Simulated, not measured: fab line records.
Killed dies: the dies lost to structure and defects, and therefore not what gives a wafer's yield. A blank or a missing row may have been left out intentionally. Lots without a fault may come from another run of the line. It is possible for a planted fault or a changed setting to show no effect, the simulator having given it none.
A lot that was struck, set against a sound lot    flow sky130    16 steps out of a route of 708
Sound: wafers L844.1, L844.3, L844.6. The struck wafers were L852.1, L852.2, L852.6. At the end, the cause is stated.
Per side, at each step with rows, come the tool, then ch with its chambers, and then its first start. Under that, the readings that differ: sound wafers    struck wafers    difference of the means    sigmas: that difference in standard deviations of wafers without a fault.
alike: same words and numbers on both sides, and readings whose means sit less than 2 such deviations apart. not compared: any withheld reading, any reading some wafer has no value for, any bound like >300 that may hide the same value, and any number with overlapping values for which the record gives no deviation.
The two part at a step that has a row with sigmas, a row that says differs or no value, or rows on one side only. Numbers that have no deviation but don't overlap get no sigmas and don't part them. Lack of a reading on every wafer of one side parts them only where that side has two or more wafers.

first, 8 steps without rows for these wafers: SKY_METAL2_DEHYDRATE_07 (time 60 s); SKY_METAL2_HMDS_08 (prime time 60 s); SKY_METAL2_COAT_09 (resist thk 60 nm); SKY_METAL2_COAT_10 (resist thk 450 nm); SKY_METAL2_SOFTBAKE_11 (time 90 s); SKY_METAL2_EXPOSE_12 (exposes mask MM2, target cd 140 nm); SKY_METAL2_PEB_13; SKY_METAL2_DEVELOP_14 (develop time 60 s).
SKY_METAL2_CD_MEAS_15 targets a cd of 140 nm.
  sound on cd_sem-01, day 38 10:13; struck on cd_sem-02, day 40 20:11
  alike: cd_nm
SKY_METAL2_OVL_MEAS_16:
  sound on overlay-02, day 38 10:20; struck on overlay-02, day 40 20:19
  alike: METAL2_OVL
SKY_METAL2_DESCUM_17: chemistry O2, time 8 s.
  sound on rie_metal-04 ch 0,1, day 38 10:22; struck on rie_metal-04 ch 0,1, day 40 20:20
  alike: drypump_motor_current_A, oes_product_au
  not compared: rf_hours_counter_h
SKY_METAL2_ETCH_18: etches BARC in N2/H2, stops on SiO2, time 45.9 s, target depth 60 nm.
  sound on rie_metal-04 ch 0,1, day 38 10:24; struck on rie_metal-04 ch 0,1, day 40 20:22
  alike: bias_w, chamber_pressure_mTorr, drypump_motor_current_A, oes_product_au, throttle_valve_pct
  not compared: rf_hours_counter_h
SKY_METAL2_METAL_ETCH_19: etches the open film in Cl2/BCl3, stops on SiO2, target depth 360 nm, time 78 s.
  sound on rie_metal-04 ch 0,1, day 38 10:28; struck on rie_metal-04 ch 0,1, day 40 20:26
  no value came back on the struck wafers for any of 5 readings (bcl3_flow_sccm (sccm), bias_w (W) and others); on the sound wafers bcl3_flow_sccm (sccm) reads 29.94 30.12 29.96
reading                                        sound            struck             difference  sigmas
model.KrF-thick_of_METAL2_COAT_10.thk_nm (nm)  156.9 161 162.8  393.4 394.3 392.6  +233.2      
model.SiO2_of_VIA1_HDPCVD_00.thk_nm (nm)       328.5 331 330.2  342.7 342 340.4    +11.8       
  not compared: rf_hours_counter_h
SKY_METAL2_STRIP_20: strips in O2/N2.
  sound on plasma_asher-01 ch 0,1, day 38 10:33; struck on plasma_asher-04 ch 0,1, day 40 20:32
reading                       sound              struck             difference  sigmas
drypump_motor_current_A (A)   6.6 6.5 6.2        6.0 5.2 5.2        -1.0        -2
oes_product_au (a.u.)         0.337 0.347 0.345  0.452 0.445 0.442  +0.103      +18
strip_time_to_endpoint_s (s)  2.67 2.72 2.76     5.19 5.21 5.18     +2.48       +54
  alike: o2_flow_sccm
  not compared: rf_hours_counter_h
then, 1 step without rows for these wafers: SKY_METAL2_STRIP_21 (strips in post etch residue remover, time 1200 s).
-- the record jumps here: 9 days lie between the struck wafers' starts before and after (it left off in module METAL2 and takes up again in module PAD_OPEN, whose first step shown is number 708 of the route) --
SKY_PAD_OPEN_PROBE_99:
  rows exist in the record for the struck wafers here (prober-01, day 50 02:40), but not for the sound ones

## WHERE THEY PART
Last at SKY_PAD_OPEN_PROBE_99 as far as this record goes, first at SKY_METAL2_METAL_ETCH_19.

WHY: what had been put in by the simulator
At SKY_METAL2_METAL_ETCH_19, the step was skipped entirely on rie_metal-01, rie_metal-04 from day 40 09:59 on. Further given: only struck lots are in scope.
